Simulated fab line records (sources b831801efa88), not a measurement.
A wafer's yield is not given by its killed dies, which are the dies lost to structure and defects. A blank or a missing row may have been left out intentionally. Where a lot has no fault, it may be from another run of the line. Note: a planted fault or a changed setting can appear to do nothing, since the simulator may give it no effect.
fab line records | flow sky130
[record] lots = 7 | wafers = 21 | lastDay = 50
route steps=708 shown VT_ADJUST_HVTR@133 VT_ADJUST_PCH@143 SONOS_TUNNEL@154 SONOS_ONO@168
lots untouched by any fault: they come from a run of this same line in which no faults occurred
startH: hours from the record's opening day to when the first of the lot's shown wafers began | waitH: time in hours since the lot's previous step | " the same as in the row above | L1.1+2: a row that stands for several wafers | - value missing, or start not given | * or withheld: withheld | < > ~ a bound
route shown NAME@n: NAME is a module with steps in the file, n the number in the route of the first one | usual: average and standard deviation across the fault-free wafers | same: alike in all rows | chamber/n: place in a boat | sites: readings site by site | _std_site: how widely they spread, as a standard deviation | _edge_site: the outer-site mean with the inner-site mean subtracted | radiusMm: how far each site lies from the wafer's centre | mask NAME#n: copy n | behind: the most recent tool/chamber to have shaped the wafer | hold: reason for holding the lot/hours on hold/outcome of the hold | device: transistor that didn't switch, given as n, p or np | end of line: the tests these same wafers got at the end of their route | step lacking rows: just its recipe | killed: dies lost to structure and defects at the first sort, not the wafer's yield | map: dies across one wafer; x = killed, . = not, _ = none there
set.NAME: the setting the step ran with; set.NAME@STEP: the setting that earlier step ran with | model.NAME: the simulator's own value behind a step, which no gauge read
a table for each step, a row for each wafer; lots at some steps of the route
services: when a tool's chamber went out of use (startH, in hours from the record's first day, below 0 if earlier), for how many hours, and the reason
[[steps]]
[step SKY_VT_ADJUST_HVTR_COAT_02]
[recipe] resist = NOVOLAK | spinRpm = 3000 | resistThkNm = 1140
[step SKY_VT_ADJUST_HVTR_SOFTBAKE_03]
[recipe] tempC = 90 | timeS = 60 | resist = NOVOLAK
[step SKY_VT_ADJUST_HVTR_EXPOSE_04]
[recipe] maskId = HVTRM | targetCdNm = 380 | na = 0.6 | sourceShape = conventional | sigmaOuter = 0.6 | doseMj = 150
[step SKY_VT_ADJUST_HVTR_PEB_05]
[recipe] tempC = withheld | timeS = * | resist = NOVOLAK
[step SKY_VT_ADJUST_HVTR_DEVELOP_06]
[recipe] developTimeS = 60 | devTempC = 23
[step SKY_VT_ADJUST_HVTR_CD_MEAS_07]
[recipe] targetCdNm = 380
[usual] cdNm = 380.2/2.3
lot.wafer | tool     | chamber | startH | waitH | cdNm
L780.3    | cdSem-01 | -       | 218.69 | 0.1   | 384.3
L780.4    | "        | -       | "      | "     | 381.4
L780.5    | "        | -       | "      | "     | 383.1
L791.2    | cdSem-01 | -       | 313.82 | 0.1   | 378.2
L791.3    | "        | -       | "      | "     | 379.8
L791.4    | "        | -       | "      | "     | 380.2
L792.1    | cdSem-01 | -       | 314.66 | 0.1   | 382.6
L792.2    | "        | -       | "      | "     | 382.7
L792.5    | "        | -       | "      | "     | 382.4
L793.2    | cdSem-02 | -       | 321.72 | 0.1   | 379.3
L793.3    | "        | -       | "      | "     | 380.6
L793.4    | "        | -       | "      | "     | 375.9
L794.1    | cdSem-02 | -       | 326.40 | 0.1   | 381.3
L794.2    | "        | -       | "      | "     | 383.0
L794.4    | "        | -       | "      | "     | 381.7
L796.2    | cdSem-01 | -       | 348.59 | 0.1   | 378.8
L796.5    | "        | -       | "      | "     | 379.7
L796.6    | "        | -       | "      | "     | 379.6
L799.1    | cdSem-02 | -       | 364.90 | 0.1   | 379.2
L799.3    | "        | -       | "      | "     | 378.4
L799.5    | "        | -       | "      | "     | 378.6
[step SKY_VT_ADJUST_HVTR_OVL_MEAS_08]
[usual] VT_ADJUST_HVTR_OVL = 0.1/1.7
lot.wafer | tool       | chamber | startH | waitH | VT_ADJUST_HVTR_OVL[nm]
L780.3    | overlay-02 | -       | 218.79 | 0.1   | 1.3
L780.4    | "          | -       | "      | "     | 2.1
L780.5    | "          | -       | "      | "     | 2.3
L791.2    | overlay-02 | -       | 313.93 | 0.1   | -2.4
L791.3    | "          | -       | "      | "     | -1.9
L791.4    | "          | -       | "      | "     | -0.5
L792.1    | overlay-01 | -       | 314.78 | 0.1   | 0.3
L792.2    | "          | -       | "      | "     | 1.7
L792.5    | "          | -       | "      | "     | 1.7
L793.2    | overlay-02 | -       | 321.83 | 0.1   | -0.1
L793.3    | "          | -       | "      | "     | -0.5
L793.4    | "          | -       | "      | "     | -0.4
L794.1    | overlay-01 | -       | 326.52 | 0.1   | -1.0
L794.2    | "          | -       | "      | "     | -0.6
L794.4    | "          | -       | "      | "     | -0.2
L796.2    | overlay-01 | -       | 348.69 | 0.1   | 1.0
L796.5    | "          | -       | "      | "     | 1.5
L796.6    | "          | -       | "      | "     | 2.9
L799.1    | overlay-01 | -       | 365.02 | 0.1   | 0.4
L799.3    | "          | -       | "      | "     | 0.7
L799.5    | "          | -       | "      | "     | -0.7
[step SKY_VT_ADJUST_HVTR_IMPLANT_09]
[recipe] species = B | energyKev = 10 | doseCm2 = 2.1e+12 | tiltDeg = withheld
[step SKY_VT_ADJUST_HVTR_STRIP_10]
[recipe] chemistry = O2/N2 | powerW = 1400 | pressureMtorr = 1500 | platenTempC = withheld | o2FlowSccm = 3000 | n2FlowSccm = 300 | overashFraction = 0.5
[usual] drypumpMotorCurrentA = 6.0/0.39 | oesProductAu = 0.716/0.0043 | stripTimeToEndpointS = 14.19/0.032
lot.wafer | tool           | chamber | startH | waitH | drypumpMotorCurrentA | oesProductAu | rfHoursCounterH | stripTimeToEndpointS
L780.3    | plasmaAsher-03 | 0       | 218.99 | 0.1   | 5.9                  | 0.718        | -               | 14.21
L780.4    | "              | 1       | "      | "     | 5.6                  | 0.714        | -               | 14.24
L780.5    | "              | 1       | "      | "     | 5.6                  | 0.719        | -               | 14.20
L791.2    | plasmaAsher-04 | 0       | 314.11 | 0.1   | 5.9                  | 0.710        | 60              | 14.17
L791.3    | "              | 0       | "      | "     | 6.0                  | 0.720        | -               | 14.18
L791.4    | "              | 1       | "      | "     | 5.2                  | 0.723        | -               | 14.15
L792.1    | plasmaAsher-02 | 0       | 314.97 | 0.1   | 6.5                  | 0.717        | 20              | 14.19
L792.2    | "              | 1       | "      | "     | 5.8                  | 0.706        | 20              | 14.19
L792.5    | "              | 0       | "      | "     | 6.5                  | 0.716        | -               | 14.20
L793.2    | plasmaAsher-03 | 0       | 322.01 | 0.1   | 5.9                  | 0.716        | 51              | 14.21
L793.3    | "              | 0       | "      | "     | 5.9                  | 0.719        | -               | 14.20
L793.4    | "              | 1       | "      | "     | 5.6                  | 0.717        | -               | 14.24
L794.1    | plasmaAsher-02 | 1       | 326.71 | 0.1   | 5.9                  | 0.710        | 21              | 14.20
L794.2    | "              | 0       | "      | "     | 6.5                  | 0.714        | 21              | 14.23
L794.4    | "              | 0       | "      | "     | 6.5                  | 0.717        | -               | 14.21
L796.2    | plasmaAsher-03 | 1       | 348.87 | 0.1   | 5.6                  | 0.714        | 53              | 14.17
L796.5    | "              | 1       | "      | "     | 5.6                  | 0.715        | -               | 14.16
L796.6    | "              | 0       | "      | "     | 5.9                  | 0.718        | -               | 14.16
L799.1    | plasmaAsher-02 | 0       | 365.21 | 0.1   | 6.5                  | 0.719        | 25              | 14.17
L799.3    | "              | 0       | "      | "     | 6.5                  | 0.707        | -               | 14.18
L799.5    | "              | 0       | "      | "     | 6.5                  | 0.718        | -               | 14.15
[step SKY_VT_ADJUST_HVTR_TW_MEAS_11]
[usual] VT_ADJUST_HVTR_TW = 211.1/2.6
lot.wafer | tool         | chamber | startH | waitH | VT_ADJUST_HVTR_TW
L780.3    | filmMetro-02 | -       | 219.08 | 0.1   | 208.8
L780.4    | "            | -       | "      | "     | 208.7
L780.5    | "            | -       | "      | "     | 208.1
L791.2    | filmMetro-04 | -       | 314.22 | 0.1   | 211.9
L791.3    | "            | -       | "      | "     | 214.0
L791.4    | "            | -       | "      | "     | 213.6
L792.1    | filmMetro-01 | -       | 315.07 | 0.1   | 206.6
L792.2    | "            | -       | "      | "     | 206.5
L792.5    | "            | -       | "      | "     | 207.9
L793.2    | filmMetro-01 | -       | 322.12 | 0.1   | 208.1
L793.3    | "            | -       | "      | "     | 206.6
L793.4    | "            | -       | "      | "     | 207.7
L794.1    | filmMetro-04 | -       | 326.81 | 0.1   | 213.4
L794.2    | "            | -       | "      | "     | 213.5
L794.4    | "            | -       | "      | "     | 212.8
L796.2    | filmMetro-02 | -       | 348.98 | 0.1   | 214.7
L796.5    | "            | -       | "      | "     | 213.2
L796.6    | "            | -       | "      | "     | 214.7
L799.1    | filmMetro-01 | -       | 365.31 | 0.1   | 207.7
L799.3    | "            | -       | "      | "     | 206.6
L799.5    | "            | -       | "      | "     | 208.1
[step SKY_VT_ADJUST_PCH_DEHYDRATE_00]
[recipe] tempC = 200 | timeS = 60
[step SKY_VT_ADJUST_PCH_HMDS_01]
[recipe] primeTimeS = 60 | primeTempC = 120
[step SKY_VT_ADJUST_PCH_COAT_02]
[recipe] spinRpm = 2000 | resistThkNm = 3000
[usual] chillPlateTempC = 22.99/0.13 | dispensePressureKPa = 49/5 | exhaustPa = 45.1/0.92
lot.wafer | tool          | chamber | startH | waitH | chillPlateTempC | dispensePressureKPa | exhaustPa
L780.3    | lithoTrack-01 | 0       | 230.41 | 0.1   | 22.82           | 56                  | 45.5
L780.4    | "             | 0       | "      | "     | 22.78           | 56                  | 45.8
L780.5    | "             | 0       | "      | "     | 22.96           | 56                  | 45.2
L791.2    | lithoTrack-03 | -       | 326.99 | 0.1   | -               | -                   | -
L791.3    | "             | -       | "      | "     | -               | -                   | -
L791.4    | "             | -       | "      | "     | -               | -                   | -
L792.1    | lithoTrack-02 | -       | 327.82 | 0.1   | -               | -                   | -
L792.2    | "             | -       | "      | "     | -               | -                   | -
L792.5    | "             | -       | "      | "     | -               | -                   | -
L793.2    | lithoTrack-03 | -       | 335.49 | 0.1   | -               | -                   | -
L793.3    | "             | -       | "      | "     | -               | -                   | -
L793.4    | "             | -       | "      | "     | -               | -                   | -
L794.1    | lithoTrack-02 | 0       | 339.57 | 0.1   | 22.82           | 47                  | 44.7
L794.2    | "             | 0       | "      | "     | 23.11           | 47                  | 45.8
L794.4    | "             | 0       | "      | "     | 22.90           | 47                  | 45.7
L796.2    | lithoTrack-03 | 0       | 362.74 | 0.1   | 23.04           | 44                  | 45.7
L796.5    | "             | 0       | "      | "     | 22.91           | 44                  | 45.2
L796.6    | "             | 0       | "      | "     | 22.99           | 44                  | 44.4
L799.1    | lithoTrack-02 | 0       | 378.62 | 0.1   | 22.94           | 47                  | 44.5
L799.3    | "             | 0       | "      | "     | 22.98           | 47                  | 44.3
L799.5    | "             | 0       | "      | "     | 22.84           | 47                  | 44.4
[step SKY_VT_ADJUST_PCH_SOFTBAKE_03]
[recipe] tempC = 110 | timeS = withheld
[step SKY_VT_ADJUST_PCH_EXPOSE_04]
[recipe] maskId = NWM | na = 0.6 | sourceShape = conventional | sigmaOuter = 0.6 | polarization = unpolarized | targetCdNm = 840 | doseMj = 255
[step SKY_VT_ADJUST_PCH_PEB_05]
[recipe] tempC = 115 | timeS = withheld
[step SKY_VT_ADJUST_PCH_DEVELOP_06]
[recipe] wallAngleDeg = 90 | developer = TMAH | developTimeS = 60 | devTempC = 23
[step SKY_VT_ADJUST_PCH_OVL_MEAS_07]
[usual] VT_ADJUST_PCH_OVL = -0.8/1.2
lot.wafer | tool       | chamber | startH | waitH | VT_ADJUST_PCH_OVL[nm]
L780.3    | overlay-01 | -       | 241.83 | -     | -0.3
L780.4    | "          | -       | "      | "     | -0.8
L780.5    | "          | -       | "      | "     | 1.9
L791.2    | overlay-01 | -       | 340.27 | -     | -
L791.3    | "          | -       | "      | "     | -
L791.4    | "          | -       | "      | "     | -
L792.1    | overlay-01 | -       | 340.96 | -     | -
L792.2    | "          | -       | "      | "     | -
L792.5    | "          | -       | "      | "     | -
L793.2    | overlay-02 | -       | 348.62 | -     | -
L793.3    | "          | -       | "      | "     | -
L793.4    | "          | -       | "      | "     | -
L794.1    | overlay-01 | -       | 353.36 | -     | 0.7
L794.2    | "          | -       | "      | "     | -0.8
L794.4    | "          | -       | "      | "     | 0.1
L796.2    | overlay-01 | -       | 376.72 | -     | 1.9
L796.5    | "          | -       | "      | "     | 0.4
L796.6    | "          | -       | "      | "     | -0.8
L799.1    | overlay-02 | -       | 392.82 | -     | 0.2
L799.3    | "          | -       | "      | "     | -0.4
L799.5    | "          | -       | "      | "     | 1.0
[step SKY_VT_ADJUST_PCH_IMPLANT_08]
[recipe] species = B | energyKev = 10 | doseCm2 = 5e+11 | tiltDeg = withheld
[step SKY_VT_ADJUST_PCH_STRIP_09]
[recipe] chemistry = O2/N2 | powerW = 1400 | pressureMtorr = 1500 | platenTempC = withheld | o2FlowSccm = 3000 | n2FlowSccm = 300 | overashFraction = 0.5
[usual] drypumpMotorCurrentA = 5.7/0.34 | oesProductAu = 0.723/0.0051 | stripTimeToEndpointS = 36.93/0.078
lot.wafer | tool           | chamber | startH | waitH | drypumpMotorCurrentA | oesProductAu | rfHoursCounterH | stripTimeToEndpointS
L780.3    | plasmaAsher-03 | 1       | 242.04 | 0.1   | 5.6                  | 0.718        | -               | 36.80
L780.4    | "              | 0       | "      | "     | 5.9                  | 0.724        | -               | 36.88
L780.5    | "              | 1       | "      | "     | 5.6                  | 0.716        | -               | 36.87
L791.2    | plasmaAsher-01 | 1       | 340.45 | 0.1   | 5.3                  | -            | 66              | -
L791.3    | "              | 0       | "      | "     | 6.1                  | -            | -               | -
L791.4    | "              | 1       | "      | "     | 5.3                  | -            | -               | -
L792.1    | plasmaAsher-03 | 0       | 341.15 | 0.1   | 5.9                  | -            | 52              | -
L792.2    | "              | 1       | "      | "     | 5.6                  | -            | 52              | -
L792.5    | "              | 0       | "      | "     | 6.0                  | -            | -               | -
L793.2    | plasmaAsher-01 | 0       | 348.80 | 0.1   | 6.1                  | -            | 67              | -
L793.3    | "              | 0       | "      | "     | 6.1                  | -            | -               | -
L793.4    | "              | 1       | "      | "     | 5.3                  | -            | -               | -
L794.1    | plasmaAsher-01 | 1       | 353.55 | 0.1   | 5.3                  | 0.719        | 67              | 36.90
L794.2    | "              | 0       | "      | "     | 6.1                  | 0.714        | 67              | 36.95
L794.4    | "              | 1       | "      | "     | 5.3                  | 0.721        | -               | 37.01
L796.2    | plasmaAsher-04 | 1       | 376.90 | 0.1   | 5.2                  | 0.715        | 66              | 36.82
L796.5    | "              | 1       | "      | "     | 5.2                  | 0.723        | -               | 36.81
L796.6    | "              | 0       | "      | "     | 5.9                  | 0.725        | -               | 36.84
L799.1    | plasmaAsher-03 | 1       | 393.00 | 0.1   | 5.6                  | 0.730        | 58              | 36.93
L799.3    | "              | 1       | "      | "     | 5.6                  | 0.729        | -               | 36.93
L799.5    | "              | 1       | "      | "     | 5.6                  | 0.722        | -               | 37.04
[step SKY_VT_ADJUST_PCH_TW_MEAS_10]
[usual] VT_ADJUST_PCH_TW = 141.6/1.4
lot.wafer | tool         | chamber | startH | waitH | VT_ADJUST_PCH_TW
L780.3    | filmMetro-01 | -       | 242.12 | 0.1   | 141.6
L780.4    | "            | -       | "      | "     | 140.3
L780.5    | "            | -       | "      | "     | 141.4
L791.2    | filmMetro-01 | -       | 340.56 | 0.1   | 139.8
L791.3    | "            | -       | "      | "     | 139.2
L791.4    | "            | -       | "      | "     | 139.7
L792.1    | filmMetro-03 | -       | 341.25 | 0.1   | 142.7
L792.2    | "            | -       | "      | "     | 143.3
L792.5    | "            | -       | "      | "     | 143.9
L793.2    | filmMetro-01 | -       | 348.91 | 0.1   | 139.3
L793.3    | "            | -       | "      | "     | 139.6
L793.4    | "            | -       | "      | "     | 139.5
L794.1    | filmMetro-01 | -       | 353.65 | 0.1   | 140.3
L794.2    | "            | -       | "      | "     | 140.4
L794.4    | "            | -       | "      | "     | 139.6
L796.2    | filmMetro-01 | -       | 377.01 | 0.1   | 140.2
L796.5    | "            | -       | "      | "     | 140.2
L796.6    | "            | -       | "      | "     | 140.8
L799.1    | filmMetro-02 | -       | 393.10 | 0.1   | 144.0
L799.3    | "            | -       | "      | "     | 144.6
L799.5    | "            | -       | "      | "     | 143.5
[step SKY_SONOS_TUNNEL_DEHYDRATE_00]
[recipe] tempC = 200 | timeS = 60
[step SKY_SONOS_TUNNEL_HMDS_01]
[recipe] primeTimeS = 60 | primeTempC = 120
[step SKY_SONOS_TUNNEL_COAT_02]
[recipe] resist = NOVOLAK | spinRpm = 3000 | resistThkNm = 1140
[step SKY_SONOS_TUNNEL_SOFTBAKE_03]
[recipe] tempC = 90 | timeS = 60 | resist = NOVOLAK
[step SKY_SONOS_TUNNEL_EXPOSE_04]
[recipe] maskId = TUNM | na = 0.6 | sourceShape = conventional | sigmaOuter = 0.6 | polarization = unpolarized | targetCdNm = 410 | doseMj = 136
[step SKY_SONOS_TUNNEL_PEB_05]
[recipe] tempC = withheld | timeS = * | resist = NOVOLAK
[step SKY_SONOS_TUNNEL_DEVELOP_06]
[recipe] resist = NOVOLAK | developer = TMAH | developTimeS = 60 | devTempC = 23
[step SKY_SONOS_TUNNEL_CD_MEAS_07]
[recipe] targetCdNm = 410
[usual] cdNm = 409.5/2.6
lot.wafer | tool     | chamber | startH | waitH | cdNm
L780.3    | cdSem-02 | -       | 266.01 | 0.1   | 411.1
L780.4    | "        | -       | "      | "     | 411.3
L780.5    | "        | -       | "      | "     | 408.8
L791.2    | cdSem-01 | -       | 367.99 | 0.1   | 409.5
L791.3    | "        | -       | "      | "     | 410.0
L791.4    | "        | -       | "      | "     | 411.2
L792.1    | cdSem-01 | -       | 368.55 | 0.1   | 407.0
L792.2    | "        | -       | "      | "     | 406.4
L792.5    | "        | -       | "      | "     | 407.9
L793.2    | cdSem-02 | -       | 376.23 | 0.1   | 406.2
L793.3    | "        | -       | "      | "     | 409.4
L793.4    | "        | -       | "      | "     | 406.3
L794.1    | cdSem-01 | -       | 382.00 | 0.1   | 412.2
L794.2    | "        | -       | "      | "     | 411.5
L794.4    | "        | -       | "      | "     | 411.5
L796.2    | cdSem-02 | -       | 405.39 | 0.1   | 405.9
L796.5    | "        | -       | "      | "     | 406.0
L796.6    | "        | -       | "      | "     | 405.8
L799.1    | cdSem-02 | -       | 421.20 | 0.1   | 411.2
L799.3    | "        | -       | "      | "     | 409.1
L799.5    | "        | -       | "      | "     | 410.7
[step SKY_SONOS_TUNNEL_OVL_MEAS_08]
[usual] SONOS_TUNNEL_OVL = -0.5/1.3
lot.wafer | tool       | chamber | startH | waitH | SONOS_TUNNEL_OVL[nm]
L780.3    | overlay-01 | -       | 266.10 | 0.1   | 0.5
L780.4    | "          | -       | "      | "     | -0.1
L780.5    | "          | -       | "      | "     | 0.2
L791.2    | overlay-01 | -       | 368.09 | 0.1   | -2.1
L791.3    | "          | -       | "      | "     | -2.0
L791.4    | "          | -       | "      | "     | -1.9
L792.1    | overlay-01 | -       | 368.67 | 0.1   | 3.2
L792.2    | "          | -       | "      | "     | 2.4
L792.5    | "          | -       | "      | "     | 3.7
L793.2    | overlay-02 | -       | 376.34 | 0.1   | 0.1
L793.3    | "          | -       | "      | "     | 1.7
L793.4    | "          | -       | "      | "     | 1.0
L794.1    | overlay-02 | -       | 382.12 | 0.1   | 1.1
L794.2    | "          | -       | "      | "     | 0.5
L794.4    | "          | -       | "      | "     | 1.2
L796.2    | overlay-02 | -       | 405.49 | 0.1   | -1.2
L796.5    | "          | -       | "      | "     | 0.2
L796.6    | "          | -       | "      | "     | -0.6
L799.1    | overlay-01 | -       | 421.32 | 0.1   | -2.5
L799.3    | "          | -       | "      | "     | -1.7
L799.5    | "          | -       | "      | "     | -2.5
[step SKY_SONOS_TUNNEL_IMPLANT_09]
[recipe] species = B | energyKev = 20 | doseCm2 = 1e+12 | tiltDeg = withheld
[step SKY_SONOS_TUNNEL_WET_ETCH_10]
[recipe] chemistry = dHF | targetDepthNm = 14 | target = SiO2 | dilution = 100:1 | tempC = 25 | timeS = 280
[step SKY_SONOS_TUNNEL_STRIP_11]
[recipe] chemistry = SPM | timeS = 600 | tempC = 130
[step SKY_SONOS_TUNNEL_TW_MEAS_12]
[usual] SONOS_TUNNEL_TW = 197.0/1.4
lot.wafer | tool         | chamber | startH | waitH | hold                    | SONOS_TUNNEL_TW
L780.3    | filmMetro-03 | -       | 266.59 | 0.0   | -                       | 196.4
L780.4    | "            | -       | "      | "     | -                       | 197.0
L780.5    | "            | -       | "      | "     | -                       | 196.8
L791.2    | filmMetro-03 | -       | 368.54 | 0.0   | awaitDispo/0.2h/release | 212.9
L791.3    | "            | -       | "      | "     | awaitDispo/0.2h/release | 211.2
L791.4    | "            | -       | "      | "     | awaitDispo/0.2h/release | 212.0
L791.2    | filmMetro-03 | -       | 368.77 | 0.2   | -                       | 212.7
L791.3    | "            | -       | "      | "     | -                       | 211.9
L791.4    | "            | -       | "      | "     | -                       | 211.8
L792.1    | filmMetro-03 | -       | 369.12 | 0.0   | awaitDispo/0.2h/release | 211.3
L792.2    | "            | -       | "      | "     | awaitDispo/0.2h/release | 212.5
L792.5    | "            | -       | "      | "     | awaitDispo/0.2h/release | 212.1
L792.1    | filmMetro-03 | -       | 369.35 | 0.2   | -                       | 212.8
L792.2    | "            | -       | "      | "     | -                       | 211.8
L792.5    | "            | -       | "      | "     | -                       | 212.0
L793.2    | filmMetro-04 | -       | 376.79 | 0.0   | awaitDispo/0.2h/release | 214.3
L793.3    | "            | -       | "      | "     | awaitDispo/0.2h/release | 215.2
L793.4    | "            | -       | "      | "     | awaitDispo/0.2h/release | 213.9
L793.2    | filmMetro-04 | -       | 377.01 | 0.2   | -                       | 214.2
L793.3    | "            | -       | "      | "     | -                       | 214.9
L793.4    | "            | -       | "      | "     | -                       | 214.2
L794.1    | filmMetro-04 | -       | 382.57 | 0.0   | -                       | 199.6
L794.2    | "            | -       | "      | "     | -                       | 199.4
L794.4    | "            | -       | "      | "     | -                       | 198.7
L796.2    | filmMetro-03 | -       | 405.94 | 0.0   | -                       | 197.0
L796.5    | "            | -       | "      | "     | -                       | 197.1
L796.6    | "            | -       | "      | "     | -                       | 197.0
L799.1    | filmMetro-01 | -       | 421.79 | 0.0   | -                       | 194.6
L799.3    | "            | -       | "      | "     | -                       | 195.2
L799.5    | "            | -       | "      | "     | -                       | 195.3
[step SKY_SONOS_ONO_OXIDATION_00]
[recipe] tempC = 800 | ambient = O2 | idleTempC = 700 | rampUpCPerMin = 10 | rampDownCPerMin = 3 | stabiliseS = 600 | purgeS = 300 | targetThkA = 26 | oxTimeS = 1249
[usual] tube_center_temp_C_max = 802.0/0.34
[same] stabiliseS = 600
lot.wafer | tool       | chamber | startH | waitH | tube_center_temp_C_max | model.SiO2_of_SONOS_ONO_OXIDATION_00.thkNm
L780.3    | furnace-02 | 0       | 266.95 | 0.3   | 802.7                  | 2.645
L780.4    | "          | 0       | "      | "     | 802.0                  | 2.665
L780.5    | "          | 0       | "      | "     | 802.9                  | 2.625
L791.2    | furnace-02 | 0       | 373.67 | 0.5   | 801.8                  | 2.599
L791.3    | "          | 0       | "      | "     | 801.9                  | 2.601
L791.4    | "          | 0       | "      | "     | 801.6                  | 2.588
L792.1    | furnace-01 | 0       | 376.91 | 0.1   | 802.1                  | 2.649
L792.2    | "          | 0       | "      | "     | 802.4                  | 2.67
L792.5    | "          | 0       | "      | "     | 801.6                  | 2.632
L794.1    | furnace-01 | 0       | 382.64 | 0.0   | 802.0                  | 2.63
L794.2    | "          | 0       | "      | "     | 802.0                  | 2.635
L794.4    | "          | 0       | "      | "     | 802.2                  | 2.624
L793.2    | furnace-01 | 0       | 389.74 | 0.5   | 802.1                  | 2.641
L793.3    | "          | 0       | "      | "     | 801.7                  | 2.685
L793.4    | "          | 0       | "      | "     | 801.9                  | 2.677
L796.2    | furnace-01 | 0       | 407.34 | 1.3   | 802.7                  | 2.635
L796.5    | "          | 0       | "      | "     | 802.1                  | 2.626
L796.6    | "          | 0       | "      | "     | 801.9                  | 2.628
L799.1    | furnace-01 | 0       | 423.09 | 1.2   | 802.2                  | 2.57
L799.3    | "          | 0       | "      | "     | 801.9                  | 2.607
L799.5    | "          | 0       | "      | "     | 801.9                  | 2.556
[step SKY_SONOS_ONO_THK_MEAS_01]
[recipe] reads = SiO2_of_SONOS_ONO_OXIDATION_00
[usual] SONOS_ONO_OXIDATION_THK = 2.62/0.049
lot.wafer | tool         | chamber | startH | waitH | SONOS_ONO_OXIDATION_THK[nm]
L780.3    | filmMetro-02 | -       | 268.31 | 0.0   | 2.69
L780.4    | "            | -       | "      | "     | 2.67
L780.5    | "            | -       | "      | "     | 2.62
L791.2    | filmMetro-02 | -       | 375.13 | 0.1   | 2.62
L791.3    | "            | -       | "      | "     | 2.59
L791.4    | "            | -       | "      | "     | 2.62
L792.1    | filmMetro-03 | -       | 378.32 | 0.1   | 2.68
L792.2    | "            | -       | "      | "     | 2.66
L792.5    | "            | -       | "      | "     | 2.62
L794.1    | filmMetro-04 | -       | 383.99 | 0.0   | 2.66
L794.2    | "            | -       | "      | "     | 2.62
L794.4    | "            | -       | "      | "     | 2.63
L793.2    | filmMetro-03 | -       | 391.16 | 0.1   | 2.61
L793.3    | "            | -       | "      | "     | 2.68
L793.4    | "            | -       | "      | "     | 2.65
L796.2    | filmMetro-02 | -       | 408.69 | 0.0   | 2.60
L796.5    | "            | -       | "      | "     | 2.65
L796.6    | "            | -       | "      | "     | 2.65
L799.1    | filmMetro-02 | -       | 424.44 | 0.0   | 2.61
L799.3    | "            | -       | "      | "     | 2.57
L799.5    | "            | -       | "      | "     | 2.66
[[services]]
tool           | chamber | startH | hours | kind
furnace-01     | -       | 196.82 | 5.0   | pm
furnace-02     | -       | 217.72 | 1.1   | pm
furnace-02     | -       | 224.05 | 4.3   | pm
furnace-01     | -       | 233.23 | 3.1   | pm
plasmaAsher-03 | -       | 246.08 | 2.8   | pm
plasmaAsher-03 | -       | 251.99 | 28.1  | pm
plasmaAsher-01 | -       | 261.27 | 2.4   | repair
plasmaAsher-04 | -       | 267.08 | 4.3   | pm
plasmaAsher-01 | -       | 316.39 | 0.4   | repair
plasmaAsher-02 | -       | 348.16 | 2.6   | repair
plasmaAsher-03 | -       | 366.23 | 0.7   | repair
plasmaAsher-04 | -       | 389.71 | 2.9   | repair
furnace-01     | -       | 401.63 | 3.1   | pm
furnace-01     | -       | 418.75 | 2.9   | pm
plasmaAsher-01 | -       | 421.25 | 9.0   | pm
plasmaAsher-01 | 0       | 421.25 | 9.0   | ventCycle
plasmaAsher-01 | 1       | 421.25 | 9.0   | ventCycle
[[key]]
[firstSign] step = SKY_VT_ADJUST_PCH_COAT_02 | reading = toolRecord | direction = missing
[effect] step = SKY_VT_ADJUST_PCH_OVL_MEAS_07 | reading = VT_ADJUST_PCH_OVL | direction = missing
[effect] step = SKY_SONOS_TUNNEL_TW_MEAS_12 | reading = visit | direction = added
[effect] step = SKY_SONOS_TUNNEL_TW_MEAS_12 | reading = SONOS_TUNNEL_TW | direction = up | sigmas = 11 | usual = 197.0 | struck = 212.8
[modelEffect] step = SKY_SONOS_ONO_OXIDATION_00 | value = SiO2_of_SONOS_ONO_OXIDATION_00.thkNm | without = 2.645 | struck = 2.638
metAt SKY_VT_ADJUST_PCH_COAT_02
struckWafers L791.2,L791.3,L791.4,L792.1,L792.2,L792.5,L793.2,L793.3,L793.4
sortLeftOut L791.2,L791.3,L791.4,L792.1,L792.2,L792.5,L793.2,L793.3,L793.4
testerLeftOut L791,L792,L793
[fault] kind = skippedStepWhole | tool = lithoTrack-02,lithoTrack-03 | chamber = - | onsetH = 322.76 | steps = SKY_VT_ADJUST_PCH_COAT_02 | scope = struckLotsOnly
// testerLeftOut: of these lots the tester's yield and bins aren't shown, on N5 and GAA mostly nor the transistor test; their killed dies are dies lost to structure and defects alone, not to doping, threshold or leakage, so they don't give the yield
// sortLeftOut: the simulated sort isn't trusted on such a fault, so these wafers' sort isn't shown, and their yield isn't known
